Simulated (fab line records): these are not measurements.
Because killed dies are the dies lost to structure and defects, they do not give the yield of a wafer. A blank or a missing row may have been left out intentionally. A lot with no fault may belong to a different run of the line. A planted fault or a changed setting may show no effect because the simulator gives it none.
The tool behind it: which one? + flow gf180mcu + 13 lots with 39 wafers sampled at 4 steps, on a route of 602 steps

== WHAT THE GAUGES READ, wafer by wafer ==
GF_NSD_OVL_MEAS_08.
| lot  | measured     | on         | NSD_OVL (nm)   |
|------|--------------|------------|----------------|
| L107 | day 13 20:52 | overlay-02 | 0.5 -0.8 0.0   |
| L108 | day 14 06:25 | overlay-02 | 0.1 0.9 0.0    |
| L109 | day 14 13:42 | overlay-02 | 0.6 -0.4 0.6   |
| L110 | day 15 00:10 | overlay-02 | -1.6 -1.4 -0.8 |
| L112 | day 15 19:46 | overlay-01 | -1.0 -1.1 -1.0 |
| L114 | day 16 06:12 | overlay-02 | -0.2 0.7 -0.2  |
| L113 | day 16 09:22 | overlay-01 | -1.7 -0.3 -1.0 |
| L115 | day 17 04:00 | overlay-01 | 0.1 0.7 0.3    |
| L116 | day 17 15:52 | overlay-02 | -0.9 0.3 -1.0  |
| L125 | day 20 12:57 | overlay-02 | 0.5 0.6 0.3    |
| L126 | day 20 14:24 | overlay-02 | -1.9 -2.1 -2.4 |
| L127 | day 20 19:58 | overlay-01 | 1.2 0.6 1.5    |
| L128 | day 21 06:10 | overlay-02 | 0.7 0.2 0.8    |

GF_M2_THK_MEAS_06: measures by xrf.
| lot  | measured     | on            | M2_ALCU_THK (nm) |
|------|--------------|---------------|------------------|
| L107 | day 18 17:11 | film metro-03 | 449 453 452      |
| L108 | day 19 05:40 | film metro-02 | 456 457 455      |
| L109 | day 19 14:16 | film metro-03 | 453 455 452      |
| L110 | day 20 03:50 | film metro-03 | 456 449 453      |
| L112 | day 21 00:14 | film metro-02 | 458 458 464      |
| L114 | day 21 11:06 | film metro-02 | 462 458 455      |
| L113 | day 21 16:54 | film metro-03 | 455 447 458      |
| L115 | day 22 10:38 | film metro-01 | 463 462 461      |
| L116 | day 22 21:11 | film metro-03 | 456 454 460      |
| L125 | day 25 14:26 | film metro-01 | 467 474 469      |
| L126 | day 25 15:25 | film metro-03 | 454 453 455      |
| L127 | day 25 20:58 | film metro-03 | 462 461 454      |
| L128 | day 26 05:25 | film metro-01 | 463 453 466      |

== EACH LOT AND THE TOOL THAT RAN IT (in order: tool; ch and the chambers of the sampled wafers; start) ==
| lot  | GF_M1_STRIP_17                       | GF_V1_SPUTTER_22             |
|------|--------------------------------------|------------------------------|
| L107 | plasma asher-03 ch 0,1, day 17 14:30 | pvd sputter-03, day 18 16:13 |
| L108 | plasma asher-03 ch 0,1, day 18 03:26 | pvd sputter-02, day 19 04:40 |
| L109 | plasma asher-03 ch 0,1, day 18 11:00 | pvd sputter-01, day 19 13:17 |
| L110 | plasma asher-04 ch 0,1, day 19 00:21 | pvd sputter-03, day 20 02:52 |
| L112 | plasma asher-04 ch 0,1, day 19 20:57 | pvd sputter-01, day 20 23:16 |
| L114 | plasma asher-03 ch 0,1, day 20 07:36 | pvd sputter-02, day 21 10:01 |
| L113 | plasma asher-03 ch 0,1, day 20 13:03 | pvd sputter-03, day 21 15:55 |
| L115 | plasma asher-03 ch 0,1, day 21 07:55 | pvd sputter-01, day 22 09:40 |
| L116 | plasma asher-03 ch 0,1, day 21 18:55 | pvd sputter-03, day 22 20:13 |
| L125 | plasma asher-04 ch 0,1, day 24 13:58 | pvd sputter-03, day 25 13:28 |
| L126 | plasma asher-04 ch 0,1, day 24 14:36 | pvd sputter-01, day 25 14:27 |
| L127 | plasma asher-01 ch 0,1, day 24 19:42 | pvd sputter-01, day 25 19:59 |
| L128 | plasma asher-01 ch 1, day 25 04:33   | pvd sputter-01, day 26 04:26 |
- GF_M1_STRIP_17: strips in O2/N2.
- GF_V1_SPUTTER_22: material TiN, target thk 10 nm, time 40 s.

== AS READ BY THE TOOLS THEMSELVES (means over the sampled wafers that have a number; for cases with no such wafer, the mark the record gives instead) ==
GF_M1_STRIP_17.
| lot  | tool            | chamber pressure mTorr (mTorr) | drypump motor current A (A) | heater power w (W) | oes product au (a.u.) | strip time to endpoint s (s) |
|------|-----------------|--------------------------------|-----------------------------|--------------------|-----------------------|------------------------------|
| L107 | plasma asher-03 | 1500.0                         | 5.7                         | 363                | 0.556                 | 7.87                         |
| L108 | plasma asher-03 | 1498.6                         | 5.6                         | 360                | 0.561                 | 7.91                         |
| L109 | plasma asher-03 | 1500.2                         | 5.6                         | 359                | 0.557                 | 7.89                         |
| L110 | plasma asher-04 | 1498.8                         | 5.6                         | 311                | 0.549                 | 7.89                         |
| L112 | plasma asher-04 | 1499.8                         | 5.6                         | 305                | 0.559                 | 7.90                         |
| L114 | plasma asher-03 | 1500.6                         | 5.8                         | 348                | 0.565                 | 7.85                         |
| L113 | plasma asher-03 | 1500.0                         | 5.8                         | 342                | 0.557                 | 7.85                         |
| L115 | plasma asher-03 | 1800.3                         | 5.7                         | 341                | 0.556                 | 7.52                         |
| L116 | plasma asher-03 | 1799.7                         | 5.8                         | 345                | 0.566                 | 7.60                         |
| L125 | plasma asher-04 | 1499.0                         | 5.6                         | 311                | 0.556                 | 7.81                         |
| L126 | plasma asher-04 | 1500.0                         | 5.6                         | 309                | 0.560                 | 7.87                         |
| L127 | plasma asher-01 | 1498.4                         | 5.7                         | 327                | 0.557                 | 7.83                         |
| L128 | plasma asher-01 | 1500.5                         | 5.6                         | 312                | 0.560                 | 7.91                         |

GF_V1_SPUTTER_22.
| lot  | tool           | cathode dc power W (W) | throttle valve pct (%) |
|------|----------------|------------------------|------------------------|
| L107 | pvd sputter-03 | 4000.0                 | 30.6                   |
| L108 | pvd sputter-02 | 4000.4                 | 30.2                   |
| L109 | pvd sputter-01 | 3999.2                 | 30.0                   |
| L110 | pvd sputter-03 | 3999.8                 | 29.7                   |
| L112 | pvd sputter-01 | 3999.5                 | 30.0                   |
| L114 | pvd sputter-02 | 4000.0                 | 31.3                   |
| L113 | pvd sputter-03 | 4000.0                 | 29.8                   |
| L115 | pvd sputter-01 | 4000.3                 | 30.6                   |
| L116 | pvd sputter-03 | 3999.4                 | 30.2                   |
| L125 | pvd sputter-03 | 4000.1                 | 29.3                   |
| L126 | pvd sputter-01 | 4000.3                 | 30.1                   |
| L127 | pvd sputter-01 | 4000.9                 | 29.2                   |
| L128 | pvd sputter-01 | 4000.4                 | 30.7                   |

== THE ANSWER, worked out from the rows above alone ==
Rule: the lots themselves supply what counts as usual. Put in order of their means at a reading, lots are off if they are a third of the lots or fewer, leave a main group of 4 or more, and stand apart from it by a gap of 3 or more times the standard deviation of the main group's means; of several such gaps the widest counts. Not used: any main group whose means are identical at the precision the tables above print for the reading. Also off: a lot with no number at a reading for which 4 or more lots have one. Where the step has rows for the other lots, those lots are counted as sound. After the gauges, taken in route order, come the tools' own readings; for these a lot's mean is taken, as printed above. The first step at which some lot is off is used, and at that step the reading that is off furthest; a lot without a number counts as furthest.
Off: L115, L116 (GF_M1_STRIP_17, chamber pressure mTorr). The main group: mean 1499.6 mTorr, standard deviation 0.75.
A tool fits if, at that step or a process step before it, it ran every lot that is off, and no sound lot after the first of them. One candidate fits, namely plasma asher-03 at GF_M1_STRIP_17. A fault onset in the window from L113 (day 20 13:03, its last sound lot) to L115 (day 21 07:55, its first lot off) fits.
The tool's own readings at GF_M1_STRIP_17 bear it out: on the lots that are off they differ by more than 5 times the standard deviation of the sound lots' means. chamber pressure mTorr reads 1800.0 mTorr there against 1499.6 mTorr on the sound lots; strip time to endpoint s reads 7.56 s there against 7.87 s on the sound lots.

== WHAT HAD BEEN PUT IN BY THE SIMULATOR ==
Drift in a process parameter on plasma asher-03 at GF_M1_STRIP_17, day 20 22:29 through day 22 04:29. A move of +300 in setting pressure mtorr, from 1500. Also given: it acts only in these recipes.
Lots struck among those shown: L115, L116. The same result came from the rule above.
